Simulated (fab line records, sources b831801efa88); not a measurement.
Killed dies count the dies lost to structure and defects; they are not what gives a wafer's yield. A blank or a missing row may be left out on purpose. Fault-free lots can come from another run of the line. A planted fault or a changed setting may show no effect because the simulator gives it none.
A lot that was struck, set against a sound lot || flow gf180mcu || 17 out of 602 route steps
Sound: these wafers, L973.1, L973.2, L973.4. Struck: wafer L987.6 (L987.2, L987.4, from the same lot, were not struck and are left out); the cause is given at the end.
Order at every step that has rows: each side's tool, ch and its chambers, its first start. Under that, the readings that differ: sound wafers || struck wafers || difference of the means || sigmas: that difference in standard deviations of wafers without a fault.
alike: same words and numbers on both sides, and readings whose means sit less than 2 such deviations apart. not compared: any withheld reading, any reading some wafer has no value for, any bound like >300 that may hide the same value, and any number with overlapping values for which the record gives no deviation.
The two part at a step that has a row with sigmas, a row that says differs or no value, or rows on one side only. Numbers that have no deviation but don't overlap get no sigmas and don't part them. Lack of a reading on every wafer of one side parts them only where that side has two or more wafers.

first, 1 step without rows for these wafers: GF_STI_DEVELOP_11 (develop time 60 s).
GF_STI_CD_MEAS_12: the cd target is 220 nm.
  struck on cd-sem-01, day 5 01:07; sound on cd-sem-01, day 2 01:40
  alike: cd-nm
GF_STI_ETCH_13: etches the open film in CHF3/O2, stops on Si, target depth 282.31 nm, time 112.9 s.
  sound on rie-diel-01 ch 0,2,3, day 2 01:47; struck on rie-diel-03 ch 3, day 5 01:13
  alike: chf3-flow-sccm, drypump-motor-current-A, oes-product-au, throttle-valve-pct
  not compared: rf-hours-counter-h
GF_STI_ETCH_14: etches Si in HBr/Cl2/O2, target depth 360 nm, time 102.9 s.
  sound on rie-si-02 ch 0,1,3, day 2 01:52; struck on rie-si-01 ch 3, day 5 01:18
  alike: drypump-motor-current-A, oes-product-au, throttle-valve-pct
  not compared: rf-hours-counter-h
GF_STI_STRIP_15: strips in O2/N2.
  sound on plasma-asher-01 ch 0,1, day 2 01:57; struck on plasma-asher-03 ch 1, day 5 01:23
  alike: drypump-motor-current-A, heater-power-w, oes-product-au, strip-time-to-endpoint-s
  not compared: rf-hours-counter-h
then, 6 steps without rows for these wafers: GF_STI_CLEAN_16 (cleans in dHF, time 25 s); GF_STI_WET_ETCH_17 (etches Si3N4 in H3PO4, target depth 45 nm, time 514 s); GF_STI_CLEAN_18 (cleans in SC1/SC2, time 150 s); GF_STI_CLEAN_19 (cleans in dHF, time 20 s); GF_STI_WET_ETCH_20 (etches SiO2 in dHF, target depth 20 nm, time 400 s); GF_STI_OXIDATION_21 (stabilise 600 s, purge 300 s, target thk 15 nm).
GF_STI_THK_MEAS_22:
  struck on film-metro-01, day 5 03:23; sound on film-metro-01, day 2 04:31
{"reading": "STI_OXIDATION_01_THK (nm)", "sound": "14.57 14.43 14.47", "struck": 15.05, "difference": "+0.56", "sigmas": "+2"}
GF_STI_CVD_23: deposits SiO2, target thk 650 nm, time 108.3 s.
  sound on hdpcvd-02 ch 0,1, day 2 04:35; struck on hdpcvd-01 ch 0, day 5 03:26
{"reading": "model.SiO2_of_STI_CVD_23.thk-nm (nm)", "sound": "658.3 656 659", "struck": 729.2, "difference": "+71.4", "sigmas": ""}
GF_STI_THK_MEAS_24:
  struck on film-metro-01, day 5 03:32; sound on film-metro-02, day 2 04:40
{"reading": "STI_CVD_23_THK (nm)", "sound": "658 656 659", "struck": 729, "difference": "+71", "sigmas": "+12"}
GF_STI_CMP_25: polishes, stops on Si3N4, t overpolish 33 s, target thk 524.6 nm.
  sound on cmp-02 ch 0,2,3, day 2 04:43; struck on cmp-01 ch 3, day 5 03:38
{"reading": "time-to-endpoint-s (s)", "sound": "126 122 122", "struck": 135, "difference": "+12", "sigmas": "+3"}
  alike: motor-current-A
then, 1 step without rows for these wafers: GF_STI_WET_ETCH_26 (etches SiO2 in dHF, target depth 94 nm, time 188 s).
GF_PASSIVATION_PROBE_99:
  rows exist in the record for the sound wafers here (prober-01, day 29 03:12), none for the struck ones

WHERE THEY PART
At GF_STI_THK_MEAS_22 first; at GF_PASSIVATION_PROBE_99 last (within this record only).

WHY: whatever the simulator had introduced
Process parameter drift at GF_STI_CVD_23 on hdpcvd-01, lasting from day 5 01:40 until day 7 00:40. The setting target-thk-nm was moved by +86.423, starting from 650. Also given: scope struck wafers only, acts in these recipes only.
